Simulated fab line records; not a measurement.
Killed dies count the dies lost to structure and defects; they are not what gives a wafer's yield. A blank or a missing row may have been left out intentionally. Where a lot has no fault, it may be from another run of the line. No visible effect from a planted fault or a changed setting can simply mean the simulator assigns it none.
Check for tools in common | flow gf180mcu | Sampled: 12 lots, 36 wafers

REASON FOR OPENING
At GF_PSD_RS_MEAS_14 the reading NSD_RS is flagged on 2 of 12 lots. No-fault wafers: 46.15 ohm/sq, standard deviation 0.08.
Rule: a lot gets a flag if all its wafers with a number sit over 4 standard deviations from that mean, or if no wafer of it has a number. The rest of the lots are taken to be sound.

lot  | measured     | on            | NSD_RS (ohm/sq), wafer by wafer | flag
L936 | day 14 04:39 | film_metro-03 | 46.11 46.12 46.13               |
L943 | day 16 16:29 | film_metro-01 | 44.87 44.85 44.89               | FLAGGED
L945 | day 17 14:28 | film_metro-01 | 44.97 44.91 44.82               | FLAGGED
L949 | day 18 22:22 | film_metro-03 | 46.24 46.16 46.03               |
L950 | day 19 08:01 | film_metro-01 | 46.01 46.16 46.26               |
L953 | day 20 06:39 | film_metro-01 | 46.18 46.16 46.23               |
L954 | day 20 15:25 | film_metro-02 | 46.15 46.07 46.06               |
L955 | day 20 20:58 | film_metro-01 | 46.19 46.20 46.14               |
L956 | day 21 05:19 | film_metro-02 | 46.06 46.12 46.10               |
L957 | day 21 13:43 | film_metro-02 | 46.17 46.21 46.17               |
L958 | day 21 21:50 | film_metro-02 | 46.09 46.12 46.00               |
L959 | day 22 08:31 | film_metro-01 | 46.16 46.12 46.17               |
The mean of the flagged lots' numbers is 44.88 ohm/sq, -1.27 ohm/sq from the usual (-16 standard deviations).

LOT BY LOT: THE TOOL USED
The record holds 2 process steps before the reading, out of a route of 602 steps. Cell contents, in order: the tool; ch with the chambers the sampled wafers went through; the start.
lot  | flag    | GF_DNWELL_STRIP_08                  | GF_PSD_RTA_13
L936 |         | plasma_asher-04 ch 0,1, day 2 19:37 | rtp_anneal-02 ch 0, day 14 04:34
L943 | FLAGGED | plasma_asher-01 ch 0,1, day 4 07:04 | rtp_anneal-02 ch 0, day 16 16:23
L945 | FLAGGED | plasma_asher-03 ch 0,1, day 4 20:44 | rtp_anneal-02 ch 0, day 17 14:23
L949 |         | plasma_asher-03 ch 0,1, day 5 16:33 | rtp_anneal-01 ch 0, day 18 22:16
L950 |         | plasma_asher-04 ch 0,1, day 5 21:29 | rtp_anneal-01 ch 0, day 19 07:55
L953 |         | plasma_asher-04 ch 0,1, day 6 12:46 | rtp_anneal-01 ch 0, day 20 06:33
L954 |         | plasma_asher-01 ch 0, day 6 18:29   | rtp_anneal-01 ch 0, day 20 15:20
L955 |         | plasma_asher-03 ch 0, day 6 23:53   | rtp_anneal-02 ch 0, day 20 20:53
L956 |         | plasma_asher-01 ch 0,1, day 7 04:52 | rtp_anneal-02 ch 0, day 21 05:13
L957 |         | plasma_asher-03 ch 0,1, day 7 08:47 | rtp_anneal-02 ch 0, day 21 13:38
L958 |         | plasma_asher-01 ch 0,1, day 7 15:05 | rtp_anneal-01 ch 0, day 21 21:45
L959 |         | plasma_asher-03 ch 0,1, day 7 20:59 | rtp_anneal-02 ch 0, day 22 08:26
What these steps do:
- GF_DNWELL_STRIP_08: strips in O2/N2.
- GF_PSD_RTA_13: time 20 s.
- GF_PSD_RS_MEAS_14: measures by four-point-probe.

FLAGGED OVER TOTAL, TOOL BY TOOL (the gauges that took the reading come last)
step               | tool            | lots run | flagged | share of the flagged lots | sound lots run after its first flagged lot
GF_DNWELL_STRIP_08 | plasma_asher-01 | 4        | 1       | some                      | 3 (L954,L956,L958)
GF_DNWELL_STRIP_08 | plasma_asher-03 | 5        | 1       | some                      | 4 (L949,L955,L957,L959)
GF_DNWELL_STRIP_08 | plasma_asher-04 | 3        | 0       | none                      | -
GF_PSD_RTA_13      | rtp_anneal-01   | 5        | 0       | none                      | -
GF_PSD_RTA_13      | rtp_anneal-02   | 7        | 2       | all                       | 4 (L955,L956,L957,L959)
GF_PSD_RS_MEAS_14  | film_metro-01   | 6        | 2       | all                       | 4 (L950,L953,L955,L959)
GF_PSD_RS_MEAS_14  | film_metro-02   | 4        | 0       | none                      | -
GF_PSD_RS_MEAS_14  | film_metro-03   | 2        | 0       | none                      | -

THE TABLE: WHAT IT ALLOWS
Table rows that saw every flagged lot: 2, namely rtp_anneal-02 at GF_PSD_RTA_13 and film_metro-01 at GF_PSD_RS_MEAS_14.
- rtp_anneal-02 at GF_PSD_RTA_13: 2 of its 7 lots flagged. Lots that were sound ran on it after the first flagged one (L955, L956, L957, L959); a persistent fault on the entire tool would not allow that. Its own readings (wafer_temp_C_max) fall more than 4 standard deviations out on all wafers of the flagged lots.
- film_metro-01 at GF_PSD_RS_MEAS_14: 2 of its 6 lots flagged. Lots that were sound ran on it after the first flagged one (L950, L953, L955, L959); a persistent fault on the entire tool would not allow that.
Not one row of the table ran every flagged lot while running no sound lot after the first.

WHAT THE SIMULATOR PUT IN
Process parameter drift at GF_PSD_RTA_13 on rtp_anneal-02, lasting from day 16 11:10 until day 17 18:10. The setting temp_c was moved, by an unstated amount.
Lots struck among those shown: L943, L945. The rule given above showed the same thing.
